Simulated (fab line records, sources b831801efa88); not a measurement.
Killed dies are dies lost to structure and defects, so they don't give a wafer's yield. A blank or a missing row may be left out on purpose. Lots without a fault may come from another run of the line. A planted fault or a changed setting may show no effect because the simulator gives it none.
Tool commonality check | flow gf180mcu | 12 lots, 36 wafers sampled

WHY IT WAS OPENED
At GF_MVSD_TW_MEAS_11 the reading MVSD_TW is flagged on 3 of 12 lots. Wafers without a fault read 1578, standard deviation 12.
Rule: a lot is flagged when every wafer of it that has a number lies more than 4 standard deviations from that mean, or none has a number. The other lots count as sound.

lot  | measured     | on            | MVSD_TW, wafer by wafer | flag
L879 | day 5 02:44  | film_metro-04 | 1594 1602 1604          |
L880 | day 5 11:20  | film_metro-03 | 1572 1583 1567          |
L883 | day 6 03:31  | film_metro-03 | 1657 1657 1656          | FLAGGED
L885 | day 6 13:58  | film_metro-03 | 1669 1664 1666          | FLAGGED
L886 | day 6 20:38  | film_metro-01 | 1663 1660 1654          | FLAGGED
L888 | day 7 07:14  | film_metro-01 | 1574 1564 1575          |
L891 | day 8 01:16  | film_metro-01 | 1571 1566 1567          |
L892 | day 8 10:00  | film_metro-01 | 1570 1582 1578          |
L895 | day 8 23:54  | film_metro-04 | 1599 1590 1595          |
L896 | day 9 08:10  | film_metro-03 | 1570 1567 1568          |
L897 | day 9 13:17  | film_metro-04 | 1607 1606 1603          |
L899 | day 10 05:46 | film_metro-03 | 1579 1576 1580          |
The numbers of the flagged lots are 1661 on average: +83 against the usual, or +7 standard deviations.

WHICH TOOL RAN EACH LOT
The record holds 2 process steps before the reading, out of a route of 602 steps. In each cell: the tool, then ch and the chambers that the sampled wafers went through, then the start.
lot  | flag    | GF_STI_CMP_25                | GF_MVSD_IMPLANT_08
L879 |         | cmp-02 ch 1,2,3, day 2 19:17 | implanter-04 ch 0, day 5 02:20
L880 |         | cmp-01 ch 1,2,3, day 3 03:24 | implanter-04 ch 0, day 5 10:58
L883 | FLAGGED | cmp-01 ch 0,1,3, day 3 16:52 | implanter-04 ch 0, day 6 03:08
L885 | FLAGGED | cmp-01 ch 0,1,3, day 4 01:45 | implanter-04 ch 0, day 6 13:35
L886 | FLAGGED | cmp-02 ch 2,3, day 4 08:47   | implanter-04 ch 0, day 6 20:14
L888 |         | cmp-01 ch 1,2,3, day 4 17:52 | implanter-01 ch 0, day 7 06:52
L891 |         | cmp-02 ch 0,3, day 5 08:31   | implanter-02 ch 0, day 8 00:52
L892 |         | cmp-02 ch 0,2, day 5 15:20   | implanter-02 ch 0, day 8 09:37
L895 |         | cmp-02 ch 0,1, day 6 04:28   | implanter-02 ch 0, day 8 23:32
L896 |         | cmp-02 ch 2,3, day 6 11:10   | implanter-01 ch 0, day 9 07:47
L897 |         | cmp-02 ch 0,2,3, day 6 17:20 | implanter-01 ch 0, day 9 12:53
L899 |         | cmp-01 ch 0,1,3, day 7 04:59 | implanter-02 ch 0, day 10 05:22
What these steps do:
- GF_STI_CMP_25: polishes, stops on Si3N4, t overpolish 33 s, target thk 524.6 nm.
- GF_MVSD_IMPLANT_08
- GF_MVSD_TW_MEAS_11

FLAGGED OVER TOTAL, TOOL BY TOOL (the gauges that took the reading come last)
step               | tool          | lots run | flagged | share of the flagged lots | sound lots run after its first flagged lot
GF_STI_CMP_25      | cmp-01        | 5        | 2       | some                      | 2 (L888,L899)
GF_STI_CMP_25      | cmp-02        | 7        | 1       | some                      | 5 (L891,L892,L895,L896,L897)
GF_MVSD_IMPLANT_08 | implanter-01  | 3        | 0       | none                      | -
GF_MVSD_IMPLANT_08 | implanter-02  | 4        | 0       | none                      | -
GF_MVSD_IMPLANT_08 | implanter-04  | 5        | 3       | all                       | 0
GF_MVSD_TW_MEAS_11 | film_metro-01 | 4        | 1       | some                      | 3 (L888,L891,L892)
GF_MVSD_TW_MEAS_11 | film_metro-03 | 5        | 2       | some                      | 2 (L896,L899)
GF_MVSD_TW_MEAS_11 | film_metro-04 | 3        | 0       | none                      | -

WHAT THE TABLE ALLOWS
1 row of the table ran every flagged lot: implanter-04 at GF_MVSD_IMPLANT_08.
- implanter-04 at GF_MVSD_IMPLANT_08: 3 of its 5 lots flagged. Its last sound lot is L880 (day 5 10:58), its first flagged lot L883 (day 6 03:08): a fault that began between those two fits. Its own readings lie more than 4 standard deviations out on every wafer of the flagged lots: beam_on_s, end_station_pressure_torr, faraday_current_uA.
One tool is left: implanter-04 at GF_MVSD_IMPLANT_08.

WHAT THE SIMULATOR HAD PUT IN
Process parameter drift: implanter-04, from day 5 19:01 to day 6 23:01, at GF_MVSD_IMPLANT_08. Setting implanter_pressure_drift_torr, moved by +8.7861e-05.
Process parameter drift: implanter-04, from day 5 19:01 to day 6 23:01, at GF_MVSD_IMPLANT_08. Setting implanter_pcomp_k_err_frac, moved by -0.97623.
Lots struck among those shown: L883, L885, L886. The rule above found the same.
